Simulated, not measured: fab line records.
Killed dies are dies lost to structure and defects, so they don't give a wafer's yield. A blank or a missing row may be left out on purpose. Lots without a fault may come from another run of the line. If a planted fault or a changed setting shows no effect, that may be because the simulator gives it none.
The tool behind it: which one? + flow sky130 + Sampling: 12 lots, 36 wafers, 4 of 708 route steps

## WHAT EACH GAUGE READ, for each wafer
SKY_FIELD_ISO_THK_MEAS_04.
| lot  | measured    | on            | FIELD_ISO_CVD_03_THK (nm) |
|------|-------------|---------------|---------------------------|
| L309 | day 1 16:08 | film metro-03 | 163.9 161.1 163.6         |
| L310 | day 1 19:43 | film metro-01 | 165.0 163.9 165.1         |
| L311 | day 2 01:58 | film metro-04 | 163.2 160.8 162.8         |
| L313 | day 2 09:52 | film metro-01 | 162.6 162.4 162.8         |
| L314 | day 2 15:15 | film metro-04 | 164.0 163.1 163.2         |
| L320 | day 3 20:51 | film metro-01 | 164.8 164.9 165.8         |
| L322 | day 4 07:28 | film metro-01 | 165.9 165.2 167.3         |
| L325 | day 4 22:29 | film metro-01 | 166.2 164.6 165.5         |
| L326 | day 5 02:41 | film metro-04 | 163.7 164.2 163.7         |
| L327 | day 5 07:44 | film metro-01 | 164.3 165.2 165.2         |
| L328 | day 5 13:49 | film metro-04 | 165.2 165.1 165.4         |
| L332 | day 6 08:32 | film metro-03 | 164.1 165.0 163.5         |

SKY_SD_P_OVL_MEAS_08.
| lot  | measured     | on         | SD_P_OVL (nm)  |
|------|--------------|------------|----------------|
| L309 | day 25 20:40 | overlay-02 | -2.9 -2.3 -1.6 |
| L310 | day 26 01:43 | overlay-01 | 3.3 1.2 1.4    |
| L311 | day 26 21:21 | overlay-02 | -2.7 -1.6 -0.4 |
| L313 | day 27 13:40 | overlay-02 | -5.1 -3.3 -3.8 |
| L314 | day 27 22:03 | overlay-02 | -0.8 -0.8 -0.4 |
| L320 | day 29 20:07 | overlay-01 | -0.6 -1.9 -1.8 |
| L322 | day 30 06:35 | overlay-02 | 0.0 -1.7 -1.7  |
| L325 | day 31 04:15 | overlay-02 | -2.8 0.1 -1.7  |
| L326 | day 31 11:07 | overlay-01 | -0.4 -0.1 -2.1 |
| L327 | day 31 22:48 | overlay-02 | -2.0 -2.3 -2.3 |
| L328 | day 32 01:25 | overlay-02 | 1.5 1.3 2.6    |
| L332 | day 33 01:50 | overlay-02 | -0.9 1.8 0.2   |

## EACH LOT AND THE TOOL THAT RAN IT (in order: tool; ch and the chambers of the sampled wafers; start)
| lot  | SKY_DNWELL_COAT_02               | SKY_DNWELL_STRIP_08                 |
|------|----------------------------------|-------------------------------------|
| L309 | litho track-03 ch 0, day 2 22:19 | plasma asher-03 ch 0,1, day 3 06:35 |
| L310 | litho track-03 ch 0, day 3 01:49 | plasma asher-03 ch 0,1, day 3 09:40 |
| L311 | litho track-03 ch 0, day 3 07:59 | plasma asher-02 ch 0,1, day 3 16:34 |
| L313 | litho track-04 ch 0, day 3 20:13 | plasma asher-03 ch 0,1, day 4 04:28 |
| L314 | litho track-04 ch 0, day 4 01:35 | plasma asher-02 ch 0,1, day 4 10:50 |
| L320 | litho track-03 ch 0, day 5 07:17 | plasma asher-02 ch 0,1, day 5 16:28 |
| L322 | litho track-02 ch 0, day 5 14:46 | plasma asher-03 ch 0,1, day 6 00:40 |
| L325 | litho track-03 ch 0, day 6 09:05 | plasma asher-04 ch 0,1, day 6 19:32 |
| L326 | litho track-03 ch 0, day 6 12:49 | plasma asher-03 ch 0,1, day 6 23:28 |
| L327 | litho track-03 ch 0, day 6 19:29 | plasma asher-04 ch 0,1, day 7 05:32 |
| L328 | litho track-02 ch 0, day 7 01:11 | plasma asher-04 ch 0,1, day 7 10:58 |
| L332 | litho track-02 ch 0, day 7 22:28 | plasma asher-03 ch 1, day 8 08:58   |
- SKY_DNWELL_COAT_02: resist thk 3000 nm.
- SKY_DNWELL_STRIP_08: strips in O2/N2.

## WHAT THE TOOLS THEMSELVES READ (means of the sampled wafers that have a number; where no wafer has one, the mark that the record gives instead)
SKY_DNWELL_COAT_02.
| lot  | tool           | exhaust pa (Pa) | spin speed rpm (rpm) |
|------|----------------|-----------------|----------------------|
| L309 | litho track-03 | 45.9            | 2000.0               |
| L310 | litho track-03 | 45.0            | 1999.3               |
| L311 | litho track-03 | 44.6            | 2000.1               |
| L313 | litho track-04 | 45.0            | 2001.8               |
| L314 | litho track-04 | 46.2            | 2002.5               |
| L320 | litho track-03 | 44.5            | 2000.7               |
| L322 | litho track-02 | 45.1            | 1999.8               |
| L325 | litho track-03 | 44.6            | 2599.0               |
| L326 | litho track-03 | 45.0            | 2598.7               |
| L327 | litho track-03 | 44.3            | 2599.1               |
| L328 | litho track-02 | 43.8            | 1999.6               |
| L332 | litho track-02 | 44.4            | 2000.3               |

SKY_DNWELL_STRIP_08.
| lot  | tool            | drypump motor current A (A) | oes product au (a.u.) | strip time to endpoint s (s) |
|------|-----------------|-----------------------------|-----------------------|------------------------------|
| L309 | plasma asher-03 | 6.2                         | 0.721                 | 37.03                        |
| L310 | plasma asher-03 | 6.2                         | 0.721                 | 36.95                        |
| L311 | plasma asher-02 | 5.6                         | 0.722                 | 36.82                        |
| L313 | plasma asher-03 | 6.2                         | 0.723                 | 36.96                        |
| L314 | plasma asher-02 | 5.6                         | 0.729                 | 36.98                        |
| L320 | plasma asher-02 | 5.6                         | 0.722                 | 36.90                        |
| L322 | plasma asher-03 | 6.1                         | 0.716                 | 36.82                        |
| L325 | plasma asher-04 | 5.2                         | 0.721                 | 32.79                        |
| L326 | plasma asher-03 | 6.4                         | 0.721                 | 32.74                        |
| L327 | plasma asher-04 | 5.2                         | 0.722                 | 32.82                        |
| L328 | plasma asher-04 | 5.2                         | 0.720                 | 36.83                        |
| L332 | plasma asher-03 | 6.7                         | 0.725                 | 36.96                        |

## THE ANSWER, worked out from the rows above alone
Rule: usual is defined by the lots themselves. Put in order of their means at a reading, lots are off if they are a third of the lots or fewer, leave a main group of 4 or more, and stand apart from it by a gap of 3 or more times the standard deviation of the main group's means; of several such gaps the widest counts. A main group whose means are all the same, to the digits that the tables above print for the reading, isn't used. Also off: a lot with no number at a reading for which 4 or more lots have one. The other lots that the step has rows for count as sound. After the gauges, taken in route order, come the tools' own readings; for these a lot's mean is taken, as printed above. At the first step where some lot is off, the reading lying furthest off is the one used; lots without a number count as furthest.
Off: L325, L326, L327, at SKY_DNWELL_COAT_02 (spin speed rpm). Main group: mean 2000.5 rpm, sd 0.99.
If a tool, at that step or one of the process steps before it, ran each lot that is off and ran no sound lot following the first of them, it fits. One fits: litho track-03 at SKY_DNWELL_COAT_02. Its last sound lot is L320 (day 5 07:17), its first lot that is off L325 (day 6 09:05): a fault that began between those two fits.
On the lots that are off, the tool's own readings at SKY_DNWELL_COAT_02 differ by more than 5 times the standard deviation of the sound lots' means, which bears it out; spin speed rpm reads 2598.9 rpm there versus 2000.5 rpm on the sound lots.

## WHAT THE SIMULATOR PUT IN
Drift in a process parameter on litho track-03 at SKY_DNWELL_COAT_02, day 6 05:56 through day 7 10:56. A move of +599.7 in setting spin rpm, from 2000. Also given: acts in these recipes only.
Struck lots among those shown: L325, L326, L327. The rule above found the same.
